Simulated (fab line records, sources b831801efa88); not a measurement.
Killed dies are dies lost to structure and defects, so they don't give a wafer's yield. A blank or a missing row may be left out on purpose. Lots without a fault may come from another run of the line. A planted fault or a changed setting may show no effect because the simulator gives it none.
Split-lot experiment | flow sfq_line | 5 lots, 23 wafers read, on a route of 325 steps

THE SPLIT
At SFQ_TRILAYER_M6_LITHO_COAT_164 (resist thk 62 nm), the setting resist_thk_nm was moved away from the recipe's 62 nm on 10 of the 23 wafers read, by -4.6% to +5.6%. The other wafers ran this setting at the recipe's value.

The reading is taken at the split's own step.

THE READING
BARC_of_TRILAYER_M6_LITHO_COAT_164.thk_nm (the simulator's own value, which no gauge read), in nm, at SFQ_TRILAYER_M6_LITHO_COAT_164 (resist thk 62 nm). The file gives no usual value for it. The 13 wafers here that ran the recipe average 62.05 nm, standard deviation 0.22 nm.

wafer  | tool, chamber at the split | resist_thk_nm as run, nm | against the recipe | BARC_of_TRILAYER_M6_LITHO_COAT_164.thk_nm, nm | against lot-mates on the recipe
L074.2 | litho_track-02, 0          | 62                       | recipe             | 62.08                                         | -
L074.3 | litho_track-02, 0          | 59.17                    | -4.6%              | 59.4                                          | -2.73
L074.4 | litho_track-02, 0          | 62                       | recipe             | 62.19                                         | -
L074.5 | litho_track-02, 0          | 62                       | recipe             | 62.12                                         | -
L074.6 | litho_track-02, 0          | 59.17                    | -4.6%              | 59.31                                         | -2.82
L076.1 | litho_track-02, 0          | 63.32                    | +2.1%              | 63.43                                         | +1.27
L076.2 | litho_track-02, 0          | 63.32                    | +2.1%              | 63.5                                          | +1.34
L076.3 | litho_track-02, 0          | 62                       | recipe             | 62.09                                         | -
L076.4 | litho_track-02, 0          | 63.32                    | +2.1%              | 63.45                                         | +1.30
L076.6 | litho_track-02, 0          | 62                       | recipe             | 62.22                                         | -
L077.2 | litho_track-01, 0          | 62                       | recipe             | 61.94                                         | -
L077.3 | litho_track-01, 0          | 65.48                    | +5.6%              | 65.4                                          | +3.53
L077.4 | litho_track-01, 0          | 65.48                    | +5.6%              | 65.5                                          | +3.63
L077.5 | litho_track-01, 0          | 65.48                    | +5.6%              | 65.42                                         | +3.55
L077.6 | litho_track-01, 0          | 62                       | recipe             | 61.8                                          | -
L079.1 | litho_track-03, 0          | 64.45                    | +4.0%              | 64.23                                         | +2.46
L079.3 | litho_track-03, 0          | 64.45                    | +4.0%              | 64.17                                         | +2.40
L079.4 | litho_track-03, 0          | 62                       | recipe             | 61.68                                         | -
L079.5 | litho_track-03, 0          | 62                       | recipe             | 61.71                                         | -
L079.6 | litho_track-03, 0          | 62                       | recipe             | 61.92                                         | -
L083.1 | litho_track-02, 0          | 62                       | recipe             | 62.11                                         | -
L083.2 | litho_track-02, 0          | 62                       | recipe             | 62.46                                         | -
L083.6 | litho_track-02, 0          | 62                       | recipe             | 62.34                                         | -

THE FIT
A straight line over all 23 wafers: BARC_of_TRILAYER_M6_LITHO_COAT_164.thk_nm changes by +0.594 nm for each +1% of resist_thk_nm; r = +0.99; the points scatter about the line by 0.2 nm.
The same after taking each lot's own level away (the mean of its wafers on the recipe; 23 wafers): +0.623 nm for each +1%; r = +1.00; scatter 0.088 nm.
On that fit, the largest move of resist_thk_nm shifts the reading by 3.5 nm.
The lots' own levels span 61.770 to 62.303 nm, that is 2.4 times the standard deviation above.
So the lot-to-lot level changes the slope little: the two slopes agree.
Check: with one of the wafers moved furthest among these (+5.6%) left out of the fit, the line predicts +3.5 nm for it against its lot-mates. It came out at +3.53 nm against them.

THE FILE'S OWN FIT
BARC_of_TRILAYER_M6_LITHO_COAT_164.thk_nm changes by +0.622 nm for each +1% of resist_thk_nm, r = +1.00.
